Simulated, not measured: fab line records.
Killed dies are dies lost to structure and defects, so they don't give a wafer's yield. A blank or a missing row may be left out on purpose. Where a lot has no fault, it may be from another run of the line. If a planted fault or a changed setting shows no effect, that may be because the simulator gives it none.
Problem report in the 8D (eight disciplines) form, filled by code -- flow gf180mcu -- the parts of the form that need people (team, actions taken, sign-off) are left out

## 1. PROBLEM STATEMENT
Wafers with no fault read 200.0 W with a standard deviation of 0.6, whereas bias_w at GF_STI_ETCH_13 reads a mean of 174.3 W on 1 wafer of 1 lot. Relative to the usual mean, that is a shift of -43 standard deviations.
The step: etches the open film in CHF3/O2, stops on Si, target depth 282.31 nm, time 112.9 s.
Earliest sighting: wafer L728.4 on rie_diel-03 at day 4 04:55. The record holds 15 wafers of 5 lots with a number at this step. The rule behind "out" and "out of limits": a value lying over 4 standard deviations away from the usual mean. Any other wafer with a number is counted as sound.

## 2. WHAT IT IS, AND WHAT IT ISN'T
question,is,is not
which readings at this step,bias_w,"drypump_motor_current_A, oes_product_au, rf_fwd_power_W, throttle_valve_pct"
which lots,L728,"L718, L720, L733, L735"
which wafers of those lots,L728.4,"L728.1, L728.2"
read on which tools,rie_diel-03,rie_diel-04
when,from day 4 04:55,"up to then (8 sound wafers); but 6 sound wafers of L733, L735 came after"

## 3. SUSPECTS, AND WHAT RULES EACH OUT
Counting: a tool at a process step up to the reading stays a suspect if it ran every lot that is out. Sound lots after the first of them don't rule it out here, since some wafers of a struck lot are sound.
- rie_diel-03 at GF_STI_ETCH_13 (etches the open film in CHF3/O2, stops on Si, target depth 282.31 nm, time 112.9 s): kept. It ran the lot that is out, L728 (day 4 04:55); its last sound lot up to then is L718 (day 2 01:43). Its own readings are out on those wafers: bias_w.
- rie_diel-03, GF_STI_ETCH_13: wafers that are out in chamber 2, sound lot-mates in chambers 0, 1.
Left after counting: rie_diel-03 at GF_STI_ETCH_13.

## 4. THE CAUSE (what the simulator had put in)
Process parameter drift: rie_diel-03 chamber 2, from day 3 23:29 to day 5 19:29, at GF_STI_ETCH_13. Setting bias_w shifted by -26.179 from 200. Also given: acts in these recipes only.
After counting, this tool was the only one left.

## 5. THE EFFECT CHAIN, in route order
Each row: a reading where the mean over the struck wafers with a number is more than 3 standard deviations away from the usual. Only readings for which the record gives a usual standard deviation are gone through. hours: the time from each lot's start at the first step in this table that gives one to its start at this step, as a median over the lots. sigmas: the change in usual standard deviations.
hours,step,reading,usual,on struck wafers,change,sigmas
0,GF_STI_ETCH_13,bias_w,200.0 W,174.3,-25.7,-43
The process steps in it:
- GF_STI_ETCH_13: etches the open film in CHF3/O2, stops on Si, target depth 282.31 nm, time 112.9 s.

## 6. HOW IT WOULD HAVE BEEN CAUGHT EARLIER
The fault began at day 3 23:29; the first out-of-limits reading in this record came at day 4 04:55, 5 hours later.
